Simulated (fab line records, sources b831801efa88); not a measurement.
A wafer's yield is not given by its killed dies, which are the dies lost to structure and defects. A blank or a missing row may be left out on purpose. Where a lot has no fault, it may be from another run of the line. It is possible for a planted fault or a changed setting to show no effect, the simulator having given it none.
A single fault, viewed from 2 desks | flow sky130 | every desk sees just its own numbers, and what lay behind them comes last

TOOL OWNER'S DESK, wetBench-01
The tool's own readings at SKY_FIELD_ISO_WET_ETCH_30 (etches SiO2 in dHF, target depth 25 nm, time 50 s): means of the sampled wafers that have a number, for each lot that ran on this tool. The brackets show how far a lot's mean lies from the usual mean; more than 4 standard deviations puts the lot out of limits, marked OUT.
Columns: A = bathHeatDutyPct at SKY_FIELD_ISO_WET_ETCH_30, usual 5.9 %; B = runLengthS at SKY_FIELD_ISO_WET_ETCH_30, usual 78 s; C = tempC at SKY_FIELD_ISO_WET_ETCH_30, usual 25.01 C
lot  | first seen here | A   | B  | C
L103 | day 3 06:19     | 6.3 | 75 | 25.06
This desk's finding: nothing out of limits on the one lot.

METROLOGY DESK
Means of the sampled wafers that have a number, per lot and without regard to the tool the lot ran on: this is what the gauges read. The brackets show how far a lot's mean lies from the usual mean; more than 4 standard deviations puts the lot out of limits, marked OUT.
Columns: A = FIELD_ISO_OXIDATION_01_THK at SKY_FIELD_ISO_THK_MEAS_23, usual 9.91 nm; B = FIELD_ISO_CVD_24_THK at SKY_FIELD_ISO_THK_MEAS_25, usual 596 nm
lot  | first seen here | A     | B
L100 | day 2 14:54     | 10.00 | 599
L103 | day 3 02:23     | 9.93  | 592
L113 | day 5 09:10     | 9.48  | 596
L114 | day 5 17:56     | 9.97  | 592
L121 | day 7 03:41     | 10.09 | 587
L122 | day 7 12:02     | 9.71  | 593
This desk's verdict: no lot among the 6 shows anything out of limits.

PUT TOGETHER
Nothing out of limits was seen by the tool owner's desk.
The metrology desk saw nothing out of limits.

WHAT THE SIMULATOR HAD PUT IN
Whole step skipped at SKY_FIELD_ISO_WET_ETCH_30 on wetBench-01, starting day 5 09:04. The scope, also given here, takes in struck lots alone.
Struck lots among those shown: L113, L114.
